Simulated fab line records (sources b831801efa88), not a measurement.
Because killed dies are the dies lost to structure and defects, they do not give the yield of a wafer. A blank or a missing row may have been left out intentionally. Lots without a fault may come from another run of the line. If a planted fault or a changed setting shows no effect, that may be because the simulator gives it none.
fab line records	flow gf180mcu	part 1 of 2: steps 1 to 43 of 44
record: lots: 7	wafers: 21	last-day: 34
route steps=602 shown DNWELL@38 NWELL@42 LVPWELL@54 MVSD@66 MVPSD@78 PASSIVATION@602
lots untouched by any fault: they come from a run of this same line in which no faults occurred
start-h: hours from the record's first day to the start of the lot's first wafer shown	wait-h: hours from the lot's prior step to this one	" as in the row above	L1.1+2: one row covering several wafers at once	- no value present, or no start provided	* or withheld: withheld	< > ~ a bound
route shown NAME@n: a module of which the file shows steps, and the number in the route of the first	usual: the fault-free wafers' mean and standard deviation	same: alike in all rows	chamber/n: place in a boat	sites: the reading at each site	_std_site: their standard deviation	_edge_site: inner sites' mean taken away from outer sites' mean	radius-mm: for every site, how far away it sits from the centre of the wafer	mask NAME#n: copy n	behind: the last tool/chamber to shape the wafer	hold: cause of the lot's hold/its duration in hours/its outcome	device: the n, p or np transistor that did not switch	end of line: the same wafers' tests at the end of the route	step lacking rows: just its recipe	killed: the dies lost at the first sort to structure and to defects; this is not the yield of the wafer	map: shows each die of a wafer: x if killed, . if not, _ if none is there
set.NAME: the setting that was run; set.NAME@STEP: the one run at that earlier step	model.NAME: the simulator's own value behind a step, which no gauge read
a table for each step, a row for each wafer; lots at some steps of the route
services: the hour from which a tool's chamber was out of use, counted from the record's first day as start-h (under 0 if before that day), plus the number of hours and why
== steps ==
step: GF_DNWELL_DEVELOP_06
recipe: wall-angle-deg: 90	develop-time-s: 60	dev-temp-c: 23
step: GF_DNWELL_IMPLANT_07
recipe: species: P	energy-kev: 1500	dose-cm2: 1e+13	tilt-deg: 0
step: GF_DNWELL_STRIP_08
recipe: chemistry: O2/N2	power-w: 1400	pressure-mtorr: 1500	platen-temp-c: 250	o2-flow-sccm: 3000	n2-flow-sccm: 300	overash-fraction: 0.5
usual: drypump-motor-current-A: 5.8/0.49	heater-power-w: 339/37	oes-product-au: 0.722/0.0045	strip-time-to-endpoint-s: 36.94/0.12
lot.wafer	tool	chamber	start-h	wait-h	drypump-motor-current-A	heater-power-w	oes-product-au	rf-hours-counter-h	strip-time-to-endpoint-s
L494.4	plasma-asher-01	0	46.89	0.1	5.1	395	0.725	-	37.07
L494.5	"	0	"	"	5.1	394	0.719	-	37.03
L494.6	"	1	"	"	5.7	334	0.717	-	37.13
L498.4	plasma-asher-01	0	71.03	0.1	5.1	395	0.722	-	37.02
L498.5	"	0	"	"	5.2	399	0.724	-	37.11
L498.6	"	1	"	"	5.7	337	0.721	-	37.00
L499.3	plasma-asher-03	0	77.27	0.1	6.1	364	0.718	-	36.97
L499.4	"	1	"	"	5.5	338	0.725	-	36.88
L499.6	"	0	"	"	6.1	388	0.725	-	36.92
L500.2	plasma-asher-01	1	79.49	0.1	5.7	339	0.727	40	37.06
L500.4	"	1	"	"	5.7	324	0.728	-	36.94
L500.6	"	0	"	"	5.1	389	0.723	-	37.07
L501.1	plasma-asher-03	1	85.64	0.1	5.5	336	0.718	45	37.04
L501.2	"	0	"	"	6.1	373	0.722	45	36.92
L501.6	"	0	"	"	6.1	367	0.718	-	37.09
L507.3	plasma-asher-03	0	118.77	0.1	6.1	375	0.722	-	36.78
L507.5	"	1	"	"	5.5	342	0.716	-	36.67
L507.6	"	0	"	"	6.1	370	0.726	-	36.71
L516.1	plasma-asher-01	0	164.26	0.1	5.1	408	0.717	48	36.83
L516.3	"	1	"	"	5.7	329	0.721	-	36.82
L516.6	"	0	"	"	5.1	396	0.731	-	36.84
step: GF_DNWELL_TW_MEAS_09
usual: DNWELL_TW: 1363/9.2
lot.wafer	tool	chamber	start-h	wait-h	DNWELL_TW
L494.4	film-metro-04	-	46.99	0.1	1359
L494.5	"	-	"	"	1362
L494.6	"	-	"	"	1370
L498.4	film-metro-01	-	71.12	0.1	1379
L498.5	"	-	"	"	1373
L498.6	"	-	"	"	1381
L499.3	film-metro-03	-	77.36	0.1	1360
L499.4	"	-	"	"	1359
L499.6	"	-	"	"	1358
L500.2	film-metro-04	-	79.60	0.1	1371
L500.4	"	-	"	"	1368
L500.6	"	-	"	"	1368
L501.1	film-metro-01	-	85.74	0.1	1355
L501.2	"	-	"	"	1355
L501.6	"	-	"	"	1360
L507.3	film-metro-03	-	118.86	0.1	1346
L507.5	"	-	"	"	1350
L507.6	"	-	"	"	1357
L516.1	film-metro-03	-	164.36	0.1	1360
L516.3	"	-	"	"	1353
L516.6	"	-	"	"	1346
step: GF_NWELL_DEHYDRATE_00
recipe: temp-c: 200	time-s: 60
step: GF_NWELL_HMDS_01
recipe: prime-time-s: 60	prime-temp-c: 120
step: GF_NWELL_COAT_02
recipe: spin-rpm: 2000	resist-thk-nm: 3000
step: GF_NWELL_SOFTBAKE_03
recipe: temp-c: 110	time-s: withheld
step: GF_NWELL_EXPOSE_04
recipe: mask-id: Nwell	target-cd-nm: 860	na: 0.6	source-shape: conventional	sigma-outer: 0.6	dose-mj: 260
step: GF_NWELL_PEB_05
recipe: temp-c: 115	time-s: withheld
step: GF_NWELL_DEVELOP_06
recipe: wall-angle-deg: 90	develop-time-s: 60	dev-temp-c: 23
step: GF_NWELL_OVL_MEAS_07
usual: NWELL_OVL: 0.9/1.3
lot.wafer	tool	chamber	start-h	wait-h	NWELL_OVL[nm]
L494.4	overlay-02	-	60.06	-	1.5
L494.5	"	-	"	"	1.2
L494.6	"	-	"	"	1.0
L498.4	overlay-01	-	85.20	-	2.2
L498.5	"	-	"	"	2.7
L498.6	"	-	"	"	3.6
L499.3	overlay-02	-	90.95	-	1.2
L499.4	"	-	"	"	1.4
L499.6	"	-	"	"	-0.3
L500.2	overlay-01	-	93.10	-	-0.7
L500.4	"	-	"	"	0.1
L500.6	"	-	"	"	-0.7
L501.1	overlay-01	-	99.14	-	0.7
L501.2	"	-	"	"	1.9
L501.6	"	-	"	"	0.4
L507.3	overlay-02	-	133.35	-	2.7
L507.5	"	-	"	"	3.8
L507.6	"	-	"	"	3.4
L516.1	overlay-02	-	180.49	-	0.4
L516.3	"	-	"	"	0.9
L516.6	"	-	"	"	0.5
step: GF_NWELL_IMPLANT_08
recipe: species: P	energy-kev: 436.9	dose-cm2: 1.5e+13	tilt-deg: 0
usual: dose-ions-cm2: 1.5e+13/1.6e+10	faraday-current-uA: 84.5/1.4
lot.wafer	tool	chamber	start-h	wait-h	dose-ions-cm2	faraday-current-uA
L494.4	implanter-02	0	60.15	0.1	1.4983e+13	84.6
L494.5	"	0	"	"	1.4978e+13	85.0
L494.6	"	0	"	"	1.4979e+13	83.7
L498.4	implanter-02	0	85.29	0.1	1.5012e+13	83.2
L498.5	"	0	"	"	1.5003e+13	85.4
L498.6	"	0	"	"	1.5012e+13	85.5
L499.3	implanter-03	0	91.03	0.1	9.34e+12	52.3
L499.4	"	0	"	"	9.314e+12	52.3
L499.6	"	0	"	"	9.309e+12	51.3
L500.2	implanter-03	0	93.15	0.0	9.325e+12	53.9
L500.4	"	0	"	"	9.332e+12	53.6
L500.6	"	0	"	"	9.325e+12	52.1
L501.1	implanter-03	0	99.18	0.0	9.336e+12	52.3
L501.2	"	0	"	"	9.319e+12	50.9
L501.6	"	0	"	"	9.331e+12	52.7
L507.3	implanter-02	0	133.43	0.1	1.4968e+13	85.5
L507.5	"	0	"	"	1.5015e+13	82.9
L507.6	"	0	"	"	1.5006e+13	84.2
L516.1	implanter-03	0	180.53	0.0	1.5012e+13	85.2
L516.3	"	0	"	"	1.5014e+13	86.6
L516.6	"	0	"	"	1.5011e+13	84.8
step: GF_NWELL_IMPLANT_09
recipe: species: P	energy-kev: 160	dose-cm2: 4e+12	tilt-deg: 0
step: GF_NWELL_STRIP_10
recipe: chemistry: O2/N2	power-w: 1400	pressure-mtorr: 1500	platen-temp-c: 250	o2-flow-sccm: 3000	n2-flow-sccm: 300	overash-fraction: 0.5
usual: drypump-motor-current-A: 5.7/0.43	heater-power-w: 346/22	oes-product-au: 0.722/0.0045	strip-time-to-endpoint-s: 36.96/0.12
lot.wafer	tool	chamber	start-h	wait-h	drypump-motor-current-A	heater-power-w	oes-product-au	rf-hours-counter-h	strip-time-to-endpoint-s
L494.4	plasma-asher-02	0	60.41	0.1	6.2	342	0.725	-	36.82
L494.5	"	1	"	"	5.2	329	0.723	-	36.69
L494.6	"	0	"	"	6.2	342	0.727	-	36.78
L498.4	plasma-asher-02	1	85.55	0.1	5.2	332	0.718	-	36.98
L498.5	"	1	"	"	5.2	327	0.720	-	36.93
L498.6	"	0	"	"	6.2	337	0.724	-	36.91
L499.3	plasma-asher-03	0	91.31	0.1	6.1	370	0.723	-	36.92
L499.4	"	1	"	"	5.5	348	0.723	-	36.85
L499.6	"	0	"	"	6.1	370	0.729	-	36.89
L500.2	plasma-asher-01	0	93.43	0.1	5.1	395	0.716	41	37.04
L500.4	"	1	"	"	5.7	335	0.718	-	36.96
L500.6	"	0	"	"	5.1	396	0.715	-	37.03
L501.1	plasma-asher-01	0	101.28	0.1	5.2	397	0.724	42	37.10
L501.2	"	1	"	"	5.7	346	0.721	42	36.98
L501.6	"	1	"	"	5.7	331	0.716	-	37.02
L507.3	plasma-asher-03	1	133.71	0.1	5.5	334	0.731	-	37.18
L507.5	"	0	"	"	6.1	367	0.719	-	37.23
L507.6	"	1	"	"	5.5	341	0.722	-	37.29
L516.1	plasma-asher-03	1	180.83	0.1	5.5	353	0.720	57	37.09
L516.3	"	1	"	"	5.5	338	0.720	-	37.01
L516.6	"	0	"	"	6.1	372	0.730	-	37.06
step: GF_NWELL_TW_MEAS_11
usual: NWELL_TW: 1580/12
lot.wafer	tool	chamber	start-h	wait-h	NWELL_TW
L494.4	film-metro-02	-	60.51	0.1	1572
L494.5	"	-	"	"	1575
L494.6	"	-	"	"	1581
L498.4	film-metro-04	-	85.64	0.1	1586
L498.5	"	-	"	"	1590
L498.6	"	-	"	"	1589
L499.3	film-metro-04	-	91.40	0.1	1416
L499.4	"	-	"	"	1401
L499.6	"	-	"	"	1404
L500.2	film-metro-04	-	93.54	0.1	1408
L500.4	"	-	"	"	1412
L500.6	"	-	"	"	1406
L501.1	film-metro-04	-	101.38	0.1	1394
L501.2	"	-	"	"	1400
L501.6	"	-	"	"	1398
L507.3	film-metro-04	-	133.80	0.1	1585
L507.5	"	-	"	"	1596
L507.6	"	-	"	"	1593
L516.1	film-metro-03	-	180.93	0.1	1569
L516.3	"	-	"	"	1566
L516.6	"	-	"	"	1556
step: GF_LVPWELL_DEHYDRATE_00
recipe: temp-c: 200	time-s: 60
step: GF_LVPWELL_HMDS_01
recipe: prime-time-s: 60	prime-temp-c: 120
step: GF_LVPWELL_COAT_02
recipe: spin-rpm: 2000	resist-thk-nm: 3000
step: GF_LVPWELL_SOFTBAKE_03
recipe: temp-c: 110	time-s: withheld
step: GF_LVPWELL_EXPOSE_04
recipe: mask-id: LVPWELL	target-cd-nm: 600	na: 0.6	source-shape: conventional	sigma-outer: 0.6	dose-mj: 260
step: GF_LVPWELL_PEB_05
recipe: temp-c: 115	time-s: withheld
step: GF_LVPWELL_DEVELOP_06
recipe: wall-angle-deg: 90	develop-time-s: 60	dev-temp-c: 23
step: GF_LVPWELL_OVL_MEAS_07
usual: LVPWELL_OVL: -0.7/1.4
lot.wafer	tool	chamber	start-h	wait-h	LVPWELL_OVL[nm]
L494.4	overlay-01	-	73.46	-	-2.2
L494.5	"	-	"	"	-0.3
L494.6	"	-	"	"	-2.1
L498.4	overlay-01	-	98.91	-	1.2
L498.5	"	-	"	"	1.1
L498.6	"	-	"	"	3.7
L499.3	overlay-02	-	105.20	-	-0.6
L499.4	"	-	"	"	-1.1
L499.6	"	-	"	"	-1.4
L500.2	overlay-01	-	107.70	-	1.2
L500.4	"	-	"	"	1.3
L500.6	"	-	"	"	1.6
L501.1	overlay-02	-	116.04	-	-1.6
L501.2	"	-	"	"	-0.9
L501.6	"	-	"	"	-1.9
L507.3	overlay-01	-	150.20	-	-1.7
L507.5	"	-	"	"	-0.4
L507.6	"	-	"	"	-1.8
L516.1	overlay-02	-	197.74	-	-1.6
L516.3	"	-	"	"	-1.6
L516.6	"	-	"	"	-3.0
step: GF_LVPWELL_IMPLANT_08
recipe: species: B	energy-kev: 170	dose-cm2: 1.5e+13	tilt-deg: 0
step: GF_LVPWELL_IMPLANT_09
recipe: species: B	energy-kev: 60	dose-cm2: 5e+12	tilt-deg: 0
step: GF_LVPWELL_STRIP_10
recipe: chemistry: O2/N2	power-w: 1400	pressure-mtorr: 1500	platen-temp-c: 250	o2-flow-sccm: 3000	n2-flow-sccm: 300	overash-fraction: 0.5
usual: drypump-motor-current-A: 5.7/0.5	heater-power-w: 341/34	oes-product-au: 0.723/0.0044	strip-time-to-endpoint-s: 36.96/0.096
lot.wafer	tool	chamber	start-h	wait-h	drypump-motor-current-A	heater-power-w	oes-product-au	rf-hours-counter-h	strip-time-to-endpoint-s
L494.4	plasma-asher-02	0	73.81	0.1	6.2	341	0.724	-	36.98
L494.5	"	0	"	"	6.2	342	0.720	-	36.97
L494.6	"	1	"	"	5.3	322	0.716	-	36.87
L498.4	plasma-asher-02	0	99.26	0.1	6.2	342	0.717	-	36.97
L498.5	"	1	"	"	5.2	334	0.721	-	36.95
L498.6	"	0	"	"	6.2	336	0.725	-	36.90
L499.3	plasma-asher-04	1	105.56	0.1	6.6	294	0.719	-	36.97
L499.4	"	0	"	"	5.9	321	0.721	-	36.95
L499.6	"	1	"	"	6.6	290	0.722	-	36.87
L500.2	plasma-asher-01	0	108.03	0.1	5.1	389	0.726	43	36.96
L500.4	"	0	"	"	5.1	403	0.715	-	36.92
L500.6	"	1	"	"	5.7	327	0.714	-	36.89
L501.1	plasma-asher-04	1	116.38	0.1	6.6	288	0.720	33	36.99
L501.2	"	0	"	"	5.9	326	0.722	33	36.98
L501.6	"	1	"	"	6.6	288	0.722	-	36.96
L507.3	plasma-asher-02	1	150.56	0.1	5.2	314	0.728	-	36.91
L507.5	"	1	"	"	5.3	323	0.728	-	36.84
L507.6	"	0	"	"	6.2	344	0.730	-	37.02
L516.1	plasma-asher-01	1	198.08	0.1	5.7	321	0.724	53	36.85
L516.3	"	0	"	"	5.1	399	0.727	-	37.00
L516.6	"	0	"	"	5.1	396	0.729	-	36.94
step: GF_LVPWELL_TW_MEAS_11
usual: LVPWELL_TW: 563/3.4
lot.wafer	tool	chamber	start-h	wait-h	LVPWELL_TW
L494.4	film-metro-03	-	73.90	0.1	564
L494.5	"	-	"	"	564
L494.6	"	-	"	"	566
L498.4	film-metro-04	-	99.35	0.1	566
L498.5	"	-	"	"	564
L498.6	"	-	"	"	567
L499.3	film-metro-03	-	105.65	0.1	556
L499.4	"	-	"	"	559
L499.6	"	-	"	"	559
L500.2	film-metro-02	-	108.14	0.1	559
L500.4	"	-	"	"	562
L500.6	"	-	"	"	560
L501.1	film-metro-02	-	116.48	0.1	561
L501.2	"	-	"	"	561
L501.6	"	-	"	"	563
L507.3	film-metro-04	-	150.64	0.1	565
L507.5	"	-	"	"	567
L507.6	"	-	"	"	567
L516.1	film-metro-04	-	198.18	0.1	568
L516.3	"	-	"	"	564
L516.6	"	-	"	"	565
step: GF_MVSD_DEHYDRATE_00
recipe: temp-c: 200	time-s: 60
step: GF_MVSD_HMDS_01
recipe: prime-time-s: 60	prime-temp-c: 120
step: GF_MVSD_COAT_02
recipe: spin-rpm: 2000	resist-thk-nm: 3000
step: GF_MVSD_SOFTBAKE_03
recipe: temp-c: 110	time-s: withheld
step: GF_MVSD_EXPOSE_04
recipe: mask-id: MVSD	target-cd-nm: 1000	na: 0.6	source-shape: conventional	sigma-outer: 0.6	dose-mj: 260
step: GF_MVSD_PEB_05
recipe: temp-c: 115	time-s: withheld
step: GF_MVSD_DEVELOP_06
recipe: wall-angle-deg: 90	develop-time-s: 60	dev-temp-c: 23
step: GF_MVSD_OVL_MEAS_07
usual: MVSD_OVL: 0.6/1.2
lot.wafer	tool	chamber	start-h	wait-h	MVSD_OVL[nm]
L494.4	overlay-02	-	87.42	-	1.7
L494.5	"	-	"	"	3.5
L494.6	"	-	"	"	2.1
L498.4	overlay-01	-	113.86	-	0.2
L498.5	"	-	"	"	-0.2
L498.6	"	-	"	"	0.6
L499.3	overlay-01	-	120.70	-	-1.1
L499.4	"	-	"	"	1.7
L499.6	"	-	"	"	2.1
L500.2	overlay-02	-	122.30	-	-0.9
L500.4	"	-	"	"	0.3
L500.6	"	-	"	"	-0.2
L501.1	overlay-02	-	130.99	-	0.1
L501.2	"	-	"	"	1.2
L501.6	"	-	"	"	2.5
L507.3	overlay-01	-	166.07	-	2.2
L507.5	"	-	"	"	2.5
L507.6	"	-	"	"	3.0
L516.1	overlay-02	-	214.95	-	1.8
L516.3	"	-	"	"	-0.1
L516.6	"	-	"	"	0.3
step: GF_MVSD_IMPLANT_08
recipe: species: P	energy-kev: 400	dose-cm2: 1.6e+13	tilt-deg: 0
step: GF_MVSD_IMPLANT_09
recipe: species: P	energy-kev: 100	dose-cm2: 5e+12	tilt-deg: 0
step: GF_MVSD_STRIP_10
recipe: chemistry: O2/N2	power-w: 1400	pressure-mtorr: 1500	platen-temp-c: 250	o2-flow-sccm: 3000	n2-flow-sccm: 300	overash-fraction: 0.5
usual: drypump-motor-current-A: 5.9/0.46	heater-power-w: 334/22	oes-product-au: 0.722/0.0051	strip-time-to-endpoint-s: 36.97/0.094
lot.wafer	tool	chamber	start-h	wait-h	drypump-motor-current-A	heater-power-w	oes-product-au	rf-hours-counter-h	strip-time-to-endpoint-s
L494.4	plasma-asher-02	1	87.78	0.1	5.3	325	0.730	-	37.11
L494.5	"	0	"	"	6.2	349	0.731	-	37.06
L494.6	"	1	"	"	5.2	334	0.710	-	37.04
L498.4	plasma-asher-04	1	114.21	0.1	6.6	295	0.715	-	36.90
L498.5	"	0	"	"	5.9	325	0.731	-	36.95
L498.6	"	1	"	"	6.6	305	0.726	-	36.93
L499.3	plasma-asher-03	0	121.06	0.1	6.1	378	0.721	-	36.91
L499.4	"	1	"	"	5.5	337	0.716	-	36.94
L499.6	"	0	"	"	6.1	370	0.729	-	36.91
L500.2	plasma-asher-02	1	122.63	0.1	5.2	317	0.726	0	36.91
L500.4	"	1	"	"	5.2	314	0.728	-	36.85
L500.6	"	1	"	"	5.2	319	0.720	-	36.95
L501.1	plasma-asher-03	1	131.33	0.1	5.6	341	0.726	50	37.12
L501.2	"	0	"	"	6.1	366	0.722	50	37.12
L501.6	"	1	"	"	5.5	338	0.723	-	37.22
L507.3	plasma-asher-03	1	166.42	0.1	5.6	338	0.716	-	36.92
L507.5	"	1	"	"	5.5	343	0.714	-	36.99
L507.6	"	0	"	"	6.1	382	0.719	-	36.92
L516.1	plasma-asher-04	0	215.29	0.1	5.8	320	0.724	39	36.97
L516.3	"	0	"	"	5.8	321	0.718	-	36.95
L516.6	"	0	"	"	5.8	326	0.720	-	36.96
step: GF_MVSD_TW_MEAS_11
usual: MVSD_TW: 1589/12
lot.wafer	tool	chamber	start-h	wait-h	MVSD_TW
L494.4	film-metro-04	-	87.87	0.1	1607
L494.5	"	-	"	"	1614
L494.6	"	-	"	"	1612
L498.4	film-metro-03	-	114.30	0.1	1582
L498.5	"	-	"	"	1585
L498.6	"	-	"	"	1584
L499.3	film-metro-04	-	121.14	0.1	1602
L499.4	"	-	"	"	1610
L499.6	"	-	"	"	1611
L500.2	film-metro-04	-	122.74	0.1	1597
L500.4	"	-	"	"	1600
L500.6	"	-	"	"	1606
L501.1	film-metro-03	-	131.43	0.1	1576
L501.2	"	-	"	"	1581
L501.6	"	-	"	"	1580
L507.3	film-metro-03	-	166.51	0.1	1576
L507.5	"	-	"	"	1572
L507.6	"	-	"	"	1570
L516.1	film-metro-03	-	215.39	0.1	1586
L516.3	"	-	"	"	1575
L516.6	"	-	"	"	1594
step: GF_MVPSD_DEHYDRATE_00
recipe: temp-c: 200	time-s: 60
step: GF_MVPSD_HMDS_01
recipe: prime-time-s: 60	prime-temp-c: 120
step: GF_VT_IMPLANT_RS_MEAS_47
recipe: thk-meas-gauge: four-point-probe
usual: NWELL_RS: 490.1/1.2
lot.wafer	tool	chamber	start-h	wait-h	NWELL_RS[ohm/sq]
L494.4	film-metro-03	-	163.83	0.1	488.1
L494.5	"	-	"	"	489.0
L494.6	"	-	"	"	488.6
L498.4	film-metro-04	-	193.98	0.1	489.6
L498.5	"	-	"	"	489.7
L498.6	"	-	"	"	489.9
L499.3	film-metro-02	-	202.05	0.1	624.6
L499.4	"	-	"	"	627.0
L499.6	"	-	"	"	627.7
L500.2	film-metro-02	-	204.73	0.1	625.8
L500.4	"	-	"	"	628.4
L500.6	"	-	"	"	626.3
L501.1	film-metro-03	-	214.47	0.1	631.3
L501.2	"	-	"	"	631.6
L501.6	"	-	"	"	629.9
L507.3	film-metro-02	-	256.00	0.1	490.6
L507.5	"	-	"	"	491.0
L507.6	"	-	"	"	489.2
L516.1	film-metro-04	-	312.57	0.1	489.0
L516.3	"	-	"	"	492.1
L516.6	"	-	"	"	492.0
== key ==
first-sign: step: GF_NWELL_IMPLANT_08	reading: dose-ions-cm2	direction: down	sigmas: 99+	usual: 1.5e+13	struck: 9.326e+12
effect: step: GF_NWELL_IMPLANT_08	reading: faraday-current-uA	direction: down	sigmas: 22	usual: 84.5	struck: 52.4
effect: step: GF_NWELL_TW_MEAS_11	reading: NWELL_TW	direction: down	sigmas: 15	usual: 1580	struck: 1405
effect: step: GF_VT_IMPLANT_RS_MEAS_47	reading: NWELL_RS	direction: up	sigmas: 99+	usual: 490.1	struck: 628.1
model-effect: step: GF_PASSIVATION_PROBE_99	value: etest.nwell.line-ohm-um	without: 1194	struck: 1709
met-at GF_NWELL_IMPLANT_08
struck-wafers L499.3,L499.4,L499.6,L500.2,L500.4,L500.6,L501.1,L501.2,L501.6
tester-left-out L499,L500,L501
fault: kind: process-parameter-drift	tool: implanter-03	chamber: -	onset-h: 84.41	steps: GF_NWELL_IMPLANT_08	channel: dose-cm2	offset: -5.6835e+12	shape: step	end-h: 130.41	acts-in: these-recipes-only	stated: 1.5e+13
tester-left-out: of these lots the tester's yield and bins aren't shown, on N5 and GAA mostly nor the transistor test; their killed dies are dies lost to structure and defects alone, not to doping, threshold or leakage, so they don't give the yield
